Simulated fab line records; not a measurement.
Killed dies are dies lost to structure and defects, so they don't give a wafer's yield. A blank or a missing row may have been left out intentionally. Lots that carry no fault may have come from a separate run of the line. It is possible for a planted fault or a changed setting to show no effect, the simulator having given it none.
fab line records    flow sky130    part 2 of 2: steps 32 to 41 of 41
[record] lots = 5  wafers = 15  lastDay = 50
route steps=708 shown METAL1@445 VIA1@458 METAL2@483
lots that met no fault: taken from a fault-free run of the same line
startH: hours from the record's first day to the start of the lot's first wafer shown    waitH: hours since the lot's step before    " unchanged from the row above    L1.1+2: a single row standing in for several wafers    - no value present, or no start provided    * or withheld: withheld    < > ~ a bound
route shown NAME@n: names a module that has steps shown in the file, with the first one's number in the route    usual: mean/standard deviation of fault-free wafers    same: alike in all rows    chamber/n: place in a boat    sites: each site's reading    _std_site: the standard deviation of these    _edge_site: inner sites' mean taken away from outer sites' mean    radiusMm: for every site, how far away it sits from the centre of the wafer    mask NAME#n: copy n    behind: the last tool/chamber to shape the wafer    hold: what put the lot on hold/how long, in hours/how the hold closed    device: names the non-switching transistor (n, p or np)    end of line: the tests these same wafers got at the end of their route    a step given without rows: its recipe and nothing more    killed: dies that structure and defects cost at the first sort, which is not the same as the wafer's yield    map: shows each die of a wafer: x if killed, . if not, _ if none is there
set.NAME: the setting that was run; set.NAME@STEP: the one run at that earlier step    model.NAME: the simulator's own value behind a step, which no gauge read
a table for each step, a row for each wafer; lots at some steps of the route
services: a tool's chamber out of use, with start hour (startH, from the record's first day; less than 0 if before it), hours out, and reason
[[steps]]
[step SKY_VIA1_CLEAN_18]
[recipe] chemistry = IPA  timeS = 180  tempC = 25
lot.wafer   tool         chamber  startH  waitH
L075.1+4+6  wetBench-02  1        801.31  0.0
L081.1+5+6  wetBench-04  2        848.88  0.0
L087.2+4+5  wetBench-02  1        893.77  0.0
L090.2+3+4  wetBench-02  0        910.59  0.0
L096.2+3+5  wetBench-04  2        947.98  0.0
[step SKY_VIA1_CLEAN_19]
[recipe] chemistry = O3/DIW  dry = n2Spin
lot.wafer   tool         chamber  startH  waitH
L075.1+4+6  wetBench-03  0        801.37  0.0
L081.1+5+6  wetBench-02  2        848.95  0.0
L087.2+4+5  wetBench-04  3        893.83  0.0
L090.2+3+4  wetBench-04  2        910.65  0.0
L096.2+3+5  wetBench-03  2        948.03  0.0
[step SKY_VIA1_SPUTTER_20]
[recipe] material = TiN  targetThkNm = 20  chamberPressurePa = 5  powerW = 4000  timeS = 80
[usual] throttleValvePct = 30.0/1.1
lot.wafer  tool           chamber  startH  waitH  throttleValvePct
L075.1     pvdSputter-02  -        801.46  0.0    30.1
L075.4     "              -        "       "      29.5
L075.6     "              -        "       "      29.0
L081.1     pvdSputter-02  -        849.13  0.0    28.1
L081.5     "              -        "       "      29.3
L081.6     "              -        "       "      27.9
L087.2     pvdSputter-03  -        893.93  0.0    29.5
L087.4     "              -        "       "      29.6
L087.5     "              -        "       "      29.7
L090.2     pvdSputter-03  -        910.74  0.0    29.6
L090.3     "              -        "       "      29.5
L090.4     "              -        "       "      31.7
L096.2     pvdSputter-03  -        948.13  0.0    31.0
L096.3     "              -        "       "      29.5
L096.5     "              -        "       "      29.6
[step SKY_VIA1_CVD_21]
[recipe] material = W  targetThkNm = 270  timeS = 80.902  tempC = 400  pressureTorr = 38.61
[usual] heaterPowerOuterW = 512/60  heaterPowerW = 842/96
lot.wafer  tool     chamber  startH  waitH  heaterPowerOuterW  heaterPowerW
L075.1     cvdW-01  1        801.52  0.0    526                844
L075.4     "        0        "       "      517                824
L075.6     "        1        "       "      525                806
L081.1     cvdW-02  1        849.19  0.0    428                723
L081.5     "        1        "       "      416                738
L081.6     "        0        "       "      573                969
L087.2     cvdW-01  0        893.99  0.0    525                830
L087.4     "        1        "       "      534                827
L087.5     "        1        "       "      519                810
L090.2     cvdW-02  1        910.80  0.0    426                744
L090.3     "        1        "       "      425                750
L090.4     "        0        "       "      589                975
L096.2     cvdW-01  0        948.19  0.0    494                783
L096.3     "        0        "       "      494                780
L096.5     "        0        "       "      492                782
[step SKY_VIA1_RS_MEAS_22]
[recipe] thkMeasGauge = four-point-probe  reads = W_of_VIA1_CVD_21+TiN_of_VIA1_SPUTTER_20
[usual] VIA1_W_RS = 0.436/0.0047
lot.wafer  tool          chamber  startH  waitH  VIA1_W_RS[ohm/sq]
L075.1     filmMetro-01  -        801.61  0.1    0.438
L075.4     "             -        "       "      0.437
L075.6     "             -        "       "      0.438
L081.1     filmMetro-01  -        849.29  0.1    0.439
L081.5     "             -        "       "      0.442
L081.6     "             -        "       "      0.442
L087.2     filmMetro-04  -        894.10  0.1    0.435
L087.4     "             -        "       "      0.443
L087.5     "             -        "       "      0.446
L090.2     filmMetro-04  -        910.92  0.1    0.441
L090.3     "             -        "       "      0.440
L090.4     "             -        "       "      0.438
L096.2     filmMetro-04  -        948.30  0.1    0.437
L096.3     "             -        "       "      0.443
L096.5     "             -        "       "      0.438
[step SKY_VIA1_THK_MEAS_23]
[recipe] thkMeasGauge = xrf  reads = W_of_VIA1_CVD_21
[usual] VIA1_W_THK = 264/3.4
lot.wafer  tool          chamber  startH  waitH  VIA1_W_THK[nm]
L075.1     filmMetro-01  -        801.73  0.1    264
L075.4     "             -        "       "      264
L075.6     "             -        "       "      263
L081.1     filmMetro-01  -        849.41  0.1    265
L081.5     "             -        "       "      264
L081.6     "             -        "       "      265
L087.2     filmMetro-04  -        894.21  0.1    264
L087.4     "             -        "       "      259
L087.5     "             -        "       "      259
L090.2     filmMetro-04  -        911.03  0.1    259
L090.3     "             -        "       "      260
L090.4     "             -        "       "      261
L096.2     filmMetro-04  -        948.41  0.1    263
L096.3     "             -        "       "      259
L096.5     "             -        "       "      262
[step SKY_VIA1_CMP_24]
[recipe] stopOn = SiO2  tOverpolishS = 15  downForcePsi = 3.5  platenRpm = 60  targetThkNm = 0  padVelocityMS = 0.94248
[usual] motorCurrentA = 11.4/0.84  overpolishRunS = 14.999/0.0091  timeToEndpointS = 64.7/2.5
lot.wafer  tool    chamber  startH  waitH  motorCurrentA  overpolishRunS  timeToEndpointS
L075.4     cmp-01  0        802.19  0.4    11.7           15.010          64.5
L075.1     "       3        "       "      11.0           14.987          61.0
L075.6     "       0        "       "      12.5           15.003          63.8
L081.1     cmp-01  3        849.57  0.1    11.0           14.997          63.3
L081.6     "       1        "       "      12.4           14.993          57.2
L081.5     "       2        "       "      10.7           15.007          61.8
L087.2     cmp-02  0        894.26  0.0    10.8           15.002          62.1
L087.4     "       1        "       "      10.2           15.001          60.3
L087.5     "       0        "       "      10.9           15.011          63.6
L090.2     cmp-01  3        911.08  0.0    11.2           15.002          60.6
L090.3     "       1        "       "      12.3           14.998          59.7
L090.4     "       2        "       "      10.9           14.997          61.0
L096.2     cmp-02  3        948.46  0.0    12.2           14.990          64.4
L096.3     "       2        "       "      10.5           14.998          64.3
L096.5     "       0        "       "      11.0           14.997          64.2
[step SKY_METAL2_SPUTTER_00]
[recipe] material = Ti  targetThkNm = 15  powerW = 3000  timeS = 10  chamberPressurePa = 0.4
[usual] throttleValvePct = 30.4/0.87
lot.wafer  tool           chamber  startH  waitH  throttleValvePct
L075.1     pvdSputter-04  -        802.49  0.1    30.9
L075.4     "              -        "       "      31.2
L075.6     "              -        "       "      31.0
L081.1     pvdSputter-01  -        849.77  0.1    29.3
L081.5     "              -        "       "      31.6
L081.6     "              -        "       "      29.2
L087.2     pvdSputter-01  -        894.56  0.2    30.9
L087.4     "              -        "       "      31.6
L087.5     "              -        "       "      30.6
L090.2     pvdSputter-02  -        911.38  0.2    27.9
L090.3     "              -        "       "      30.5
L090.4     "              -        "       "      29.4
L096.2     pvdSputter-04  -        948.76  0.2    30.9
L096.3     "              -        "       "      30.9
L096.5     "              -        "       "      30.9
[step SKY_METAL2_SPUTTER_01]
[recipe] material = TiN  targetThkNm = 20  powerW = 6500  timeS = 16.7  chamberPressurePa = 0.4
[usual] throttleValvePct = 30.4/0.87
lot.wafer  tool           chamber  startH  waitH  throttleValvePct
L075.1     pvdSputter-04  -        802.51  0.0    30.8
L075.4     "              -        "       "      31.0
L075.6     "              -        "       "      31.1
L081.1     pvdSputter-01  -        849.79  0.0    29.0
L081.5     "              -        "       "      31.6
L081.6     "              -        "       "      29.4
L087.2     pvdSputter-01  -        894.58  0.0    30.6
L087.4     "              -        "       "      32.1
L087.5     "              -        "       "      30.7
L090.2     pvdSputter-02  -        911.40  0.0    28.0
L090.3     "              -        "       "      30.5
L090.4     "              -        "       "      29.4
L096.2     pvdSputter-04  -        948.78  0.0    31.0
L096.3     "              -        "       "      30.8
L096.5     "              -        "       "      30.9
[step SKY_METAL2_SPUTTER_02]
[recipe] material = AlCu  targetThkNm = 250  powerW = 10600  timeS = 13.3  chamberPressurePa = 0.4
[usual] throttleValvePct = 30.4/0.89
lot.wafer  tool           chamber  startH  waitH  throttleValvePct
L075.1     pvdSputter-04  -        802.54  0.0    30.8
L075.4     "              -        "       "      30.7
L075.6     "              -        "       "      30.7
L081.1     pvdSputter-01  -        849.81  0.0    29.0
L081.5     "              -        "       "      31.7
L081.6     "              -        "       "      29.2
L087.2     pvdSputter-01  -        894.61  0.0    30.7
L087.4     "              -        "       "      31.5
L087.5     "              -        "       "      30.8
L090.2     pvdSputter-02  -        911.43  0.0    27.9
L090.3     "              -        "       "      30.3
L090.4     "              -        "       "      29.4
L096.2     pvdSputter-04  -        948.81  0.0    30.9
L096.3     "              -        "       "      30.7
L096.5     "              -        "       "      31.0
[[services]]
tool           chamber  startH  hours  kind
krfScanner-01  -        739.93  0.4    repair
cmp-01         -        745.26  4.0    pm
krfScanner-01  -        747.49  1.1    repair
krfScanner-01  -        753.65  1.0    pm
rieMetal-03    0        761.36  18.9   repair
pvdSputter-01  -        775.36  1.7    repair
cmp-01         -        787.43  3.0    repair
krfScanner-01  -        799.23  4.0    pm
rieMetal-04    0        799.50  5.3    repair
pvdSputter-01  -        801.59  0.9    repair
krfScanner-01  -        804.15  0.8    pm
pvdSputter-04  -        808.97  1.4    repair
pvdSputter-04  -        816.75  6.7    repair
krfScanner-01  -        829.34  10.4   repair
rieMetal-03    1        838.38  15.3   repair
cmp-01         -        852.17  13.3   pm
wetBench-02    -        859.09  4.4    pm
krfScanner-01  -        869.69  1.7    repair
krfScanner-01  -        878.35  1.3    pm
cmp-01         -        915.66  0.9    repair
krfScanner-01  -        918.00  1.7    repair
krfScanner-01  -        922.65  1.0    pm
pvdSputter-01  -        930.89  0.5    repair
rieMetal-03    -        941.99  1.4    pm
